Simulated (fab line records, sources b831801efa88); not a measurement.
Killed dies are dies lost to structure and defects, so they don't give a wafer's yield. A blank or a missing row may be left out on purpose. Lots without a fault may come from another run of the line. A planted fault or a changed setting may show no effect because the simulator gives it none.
fab line records | flow gf180mcu
record lots=15 wafers=45 last_day=33
route steps=602 shown CONTACT@314 M1@315 V1@347
lots that met no fault: from a run of the same line without faults
start_h: hours from the record's first day to the start of the lot's first wafer shown | wait_h: hours since the lot's step before | " the same as in the row above | L1.1+2: a row that stands for several wafers | - no value, or no start given | * or withheld: withheld | < > ~ a bound
route shown NAME@n: a module of which the file shows steps, and the number in the route of the first | usual: mean/standard deviation of fault-free wafers | same: alike in all rows | chamber/n: place in a boat | sites: the reading at each site | _std_site: their standard deviation | _edge_site: outer sites' mean less inner sites' | radius_mm: how far each site lies from the wafer's centre | mask NAME#n: copy n | behind: the tool/chamber that last shaped the wafer | hold: why the lot was held/for how many hours/how that ended | device: the transistor (n, p or np) that didn't switch | end of line: the same wafers' tests at the end of the route | a step without rows: its recipe alone | killed: dies lost to structure and defects at the first sort, not the wafer's yield | map: a wafer's dies, x killed, . not, _ none there
set.NAME: the setting as run; set.NAME@STEP: as run at that earlier step | model.NAME: the simulator's own value behind a step, which no gauge read
steps of the route over a sample of lots; a table a step, a row a wafer
services: from which hour (start_h, from the record's first day; less than 0 if before it) a tool's chamber was out of use, for how many hours, and why
## steps
# step GF_CONTACT_CMP_27
# recipe stop_on=SiO2 down_force_psi=3.5 platen_rpm=60 t_overpolish_s=15 target_thk_nm=0 pad_velocity_m_s=0.94248
# usual motor_current_A=11.4/0.58 overpolish_run_s=14.999/0.009 retaining_ring_pressure_frac=1.000/0.0049 time_to_endpoint_s=70.1/2.2
# columns lot.wafer tool chamber start_h wait_h motor_current_A overpolish_run_s retaining_ring_pressure_frac time_to_endpoint_s
L101.3 cmp-02 1 347.67 0.0 12.0 15.002 1.001 71.5
L101.2 " 3 " " 11.3 14.997 0.992 69.5
L101.1 " 0 " " 12.3 15.009 1.006 71.1
L104.2 cmp-01 2 380.64 0.0 11.6 15.014 1.000 71.3
L104.3 " 0 " " 10.4 15.004 0.994 68.5
L104.5 " 3 " " 11.4 15.000 1.004 71.6
L103.2 cmp-01 1 382.36 0.2 11.0 15.000 1.000 69.6
L103.6 " 2 " " 10.9 14.988 1.003 70.4
L103.5 " 3 " " 11.4 14.978 0.999 69.9
L105.4 cmp-02 3 392.13 0.0 11.7 14.997 1.003 65.5
L105.2 " 0 " " 12.2 15.013 1.005 69.7
L105.6 " 0 " " 12.5 15.008 0.999 68.8
L107.2 cmp-01 0 405.16 0.1 10.4 14.997 0.996 71.1
L107.6 " 2 " " 11.6 15.003 0.998 69.2
L107.5 " 3 " " 11.1 14.999 1.007 68.3
L108.2 cmp-02 3 424.82 0.1 11.7 14.994 1.001 66.1
L108.5 " 2 " " 11.1 15.001 1.003 75.0
L108.6 " 3 " " 11.2 15.006 0.999 68.5
L109.2 cmp-01 3 428.32 0.2 11.0 14.993 1.000 70.1
L109.3 " 0 " " 10.1 14.999 1.001 71.1
L109.1 " 1 " " 11.6 15.000 1.004 68.0
L110.4 cmp-02 0 429.10 0.1 12.3 15.005 1.000 72.9
L110.2 " 1 " " 11.0 14.993 0.995 72.4
L110.1 " 2 " " 11.4 14.994 1.007 73.2
L113.1 cmp-02 3 452.47 0.1 11.6 15.001 0.995 66.3
L113.2 " 0 " " 12.4 14.993 1.005 69.9
L113.5 " 3 " " 11.5 14.995 0.997 68.0
L114.1 cmp-02 1 470.25 0.1 11.2 14.992 1.003 67.8
L114.2 " 0 " " 12.6 14.991 1.001 71.5
L114.6 " 1 " " 11.2 15.002 0.999 69.7
L116.3 cmp-02 3 483.27 0.0 11.2 15.010 0.993 66.8
L116.2 " 1 " " 11.1 14.983 0.998 70.9
L116.1 " 2 " " 12.0 14.998 0.997 73.0
L120.4 cmp-02 3 517.34 0.1 11.2 14.979 1.005 68.8
L120.1 " 0 " " 11.8 14.989 0.992 71.1
L120.5 " 1 " " 11.2 14.988 1.006 70.5
L121.2 cmp-01 2 531.05 0.0 11.7 14.989 0.998 72.7
L121.1 " 0 " " 10.8 14.988 0.998 71.2
L121.6 " 2 " " 11.7 14.999 0.996 71.4
L123.1 cmp-02 2 536.69 0.1 11.4 14.979 0.994 71.5
L123.4 " 3 " " 11.0 14.996 1.005 71.9
L123.2 " 0 " " 13.5 15.022 1.001 71.7
L124.3 cmp-01 3 550.22 0.1 11.0 15.016 0.995 70.9
L124.2 " 1 " " 11.7 14.998 1.005 73.3
L124.5 " 3 " " 11.0 15.000 0.997 71.4
# step GF_M1_SPUTTER_00
# recipe material=Ti target_thk_nm=37.5 arriving_ion_energy_ev=80 substrate_temp_c=200 chamber_pressure_pa=2 power_w=4000 time_s=150
# usual throttle_valve_pct=30.6/0.69
# same time_s=150
# columns lot.wafer tool chamber start_h wait_h throttle_valve_pct
L101.1 pvd_sputter-03 - 347.97 0.1 29.7
L101.2 " - " " 30.5
L101.3 " - " " 30.9
L104.2 pvd_sputter-04 - 380.94 0.2 30.1
L104.3 " - " " 30.8
L104.5 " - " " 30.1
L103.2 pvd_sputter-01 - 382.51 0.1 30.7
L103.5 " - " " 29.8
L103.6 " - " " 31.0
L105.2 pvd_sputter-03 - 392.43 0.2 31.0
L105.4 " - " " 30.1
L105.6 " - " " 31.2
L107.2 pvd_sputter-01 - 405.36 0.1 30.5
L107.5 " - " " 30.0
L107.6 " - " " 31.0
L108.2 pvd_sputter-01 - 425.07 0.2 29.8
L108.5 " - " " 31.1
L108.6 " - " " 31.0
L109.1 pvd_sputter-03 - 428.62 0.1 30.1
L109.2 " - " " 30.8
L109.3 " - " " 30.7
L110.1 pvd_sputter-01 - 429.35 0.1 30.8
L110.2 " - " " 29.9
L110.4 " - " " 31.4
L113.1 pvd_sputter-03 - 452.77 0.2 30.7
L113.2 " - " " 31.5
L113.5 " - " " 30.5
L114.1 pvd_sputter-01 - 470.55 0.2 31.0
L114.2 " - " " 31.3
L114.6 " - " " 29.9
L116.1 pvd_sputter-04 - 483.57 0.1 28.9
L116.2 " - " " 30.1
L116.3 " - " " 31.1
L120.1 pvd_sputter-04 - 517.54 0.1 28.6
L120.4 " - " " 30.8
L120.5 " - " " 30.0
L121.1 pvd_sputter-03 - 531.35 0.1 31.5
L121.2 " - " " 30.2
L121.6 " - " " 30.1
L123.1 pvd_sputter-04 - 536.99 0.2 30.6
L123.2 " - " " 30.9
L123.4 " - " " 28.9
L124.2 pvd_sputter-03 - 550.47 0.1 30.8
L124.3 " - " " 30.4
L124.5 " - " " 30.9
# step GF_V1_PEB_12
# recipe peb_temp_c=135 peb_time_s=90 resist=KrF
# usual chill_plate_temp_C=22.98/0.1 exhaust_pa=45.1/0.8
# columns lot.wafer tool chamber start_h wait_h chill_plate_temp_C exhaust_pa
L101.1 litho_track-04 0 393.82 - 22.97 44.8
L101.2 " 0 " " 22.94 44.8
L101.3 " 0 " " 23.05 43.8
L104.2 litho_track-01 0 429.12 - 23.05 44.7
L104.3 " 0 " " 22.80 45.4
L104.5 " 0 " " 22.99 44.3
L103.2 litho_track-04 0 430.40 - 22.94 45.7
L103.5 " 0 " " 23.03 45.0
L103.6 " 0 " " 23.04 45.4
L105.2 litho_track-04 0 441.35 - 23.00 43.0
L105.4 " 0 " " 22.94 44.0
L105.6 " 0 " " 22.93 44.5
L107.2 litho_track-01 0 454.12 - 23.01 45.0
L107.5 " 0 " " 22.95 43.6
L107.6 " 0 " " 22.87 44.6
L108.2 litho_track-02 0 471.84 - 23.17 44.1
L108.5 " 0 " " 23.00 44.2
L108.6 " 0 " " 22.90 45.9
L109.1 litho_track-01 0 476.59 - 23.09 46.2
L109.2 " 0 " " 23.06 45.5
L109.3 " 0 " " 23.01 45.6
L110.1 litho_track-01 0 477.54 - 22.85 45.3
L110.2 " 0 " " 23.00 45.5
L110.4 " 0 " " 22.96 43.7
L113.1 litho_track-01 0 500.34 - 22.95 45.4
L113.2 " 0 " " 23.07 44.6
L113.5 " 0 " " 23.08 45.6
L114.1 litho_track-01 0 521.09 - 23.15 47.6
L114.2 " 0 " " 22.98 45.0
L114.6 " 0 " " 22.88 46.0
L116.1 litho_track-04 0 533.07 - 23.05 45.9
L116.2 " 0 " " 23.21 44.9
L116.3 " 0 " " 22.98 45.7
L120.1 litho_track-01 0 563.99 - 22.92 44.6
L120.4 " 0 " " 23.03 44.3
L120.5 " 0 " " 22.86 44.9
L121.1 litho_track-02 - 579.25 - - -
L121.2 " - " " - -
L121.6 " - " " - -
L123.1 litho_track-04 - 584.22 - - -
L123.2 " - " " - -
L123.4 " - " " - -
L124.2 litho_track-04 - 596.15 - - -
L124.3 " - " " - -
L124.5 " - " " - -
# step GF_V1_CD_MEAS_14
# recipe target_cd_nm=260
# usual cd_nm=259.8/1.1
# columns lot.wafer tool chamber start_h wait_h cd_nm
L101.1 cd_sem-02 - 394.17 0.1 259.0
L101.2 " - " " 258.4
L101.3 " - " " 259.5
L104.2 cd_sem-01 - 429.46 0.1 260.1
L104.3 " - " " 261.6
L104.5 " - " " 260.9
L103.2 cd_sem-02 - 430.74 0.1 259.4
L103.5 " - " " 259.4
L103.6 " - " " 259.4
L105.2 cd_sem-01 - 441.69 0.1 257.9
L105.4 " - " " 257.7
L105.6 " - " " 258.6
L107.2 cd_sem-01 - 454.46 0.1 259.0
L107.5 " - " " 257.7
L107.6 " - " " 258.2
L108.2 cd_sem-01 - 472.18 0.1 261.2
L108.5 " - " " 262.3
L108.6 " - " " 261.1
L109.1 cd_sem-02 - 476.94 0.1 258.4
L109.2 " - " " 258.5
L109.3 " - " " 259.2
L110.1 cd_sem-01 - 477.89 0.1 260.8
L110.2 " - " " 260.9
L110.4 " - " " 260.9
L113.1 cd_sem-01 - 500.69 0.1 259.9
L113.2 " - " " 258.3
L113.5 " - " " 258.2
L114.1 cd_sem-01 - 521.44 0.1 259.8
L114.2 " - " " 259.1
L114.6 " - " " 257.8
L116.1 cd_sem-02 - 533.42 0.1 259.5
L116.2 " - " " 259.7
L116.3 " - " " 259.1
L120.1 cd_sem-01 - 564.34 0.1 259.3
L120.4 " - " " 260.4
L120.5 " - " " 259.6
L121.1 cd_sem-02 - 579.60 0.1 -
L121.2 " - " " -
L121.6 " - " " -
L123.1 cd_sem-02 - 584.57 0.1 -
L123.2 " - " " -
L123.4 " - " " -
L124.2 cd_sem-02 - 596.49 0.1 -
L124.3 " - " " -
L124.5 " - " " -
## services
# columns tool chamber start_h hours kind
pvd_sputter-01 - 395.65 5.0 repair
pvd_sputter-03 - 400.50 1.3 repair
cmp-02 - 404.20 4.0 pm
cmp-02 - 408.20 - consumable_replace:conditioner
cmp-02 - 408.20 - consumable_replace:pad
cmp-01 - 481.90 4.4 pm
cmp-02 - 495.75 0.7 repair
cmp-02 - 552.60 0.4 repair
cmp-01 - 572.05 4.0 pm
cmp-01 - 576.05 - consumable_replace:conditioner
cmp-01 - 576.05 - consumable_replace:pad
## key
first_sign step=GF_V1_PEB_12 reading=tool_record direction=missing
effect none on later readings
met_at GF_V1_PEB_12
struck_lots L121,L123,L124
later_rows_left_out L121.1,L121.2,L121.6,L123.1,L123.2,L123.4,L124.2,L124.3,L124.5
sort_left_out L121.1,L121.2,L121.6,L123.1,L123.2,L123.4,L124.2,L124.3,L124.5
not_acting_at GF_CONTACT_CMP_27,GF_M1_SPUTTER_00,GF_V1_CD_MEAS_14
onset_between 533.07 579.25
fault kind=skipped_step_whole tool=litho_track-02,litho_track-04 chamber=- onset_h=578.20 steps=GF_V1_PEB_12 scope=struck_lots_only
# sort_left_out: the simulated sort isn't trusted on such a fault, so these wafers' sort isn't shown, and their yield isn't known
# later_rows_left_out: the simulator's readings of these wafers behind a module that went badly wrong aren't trusted and aren't shown, but for the sort
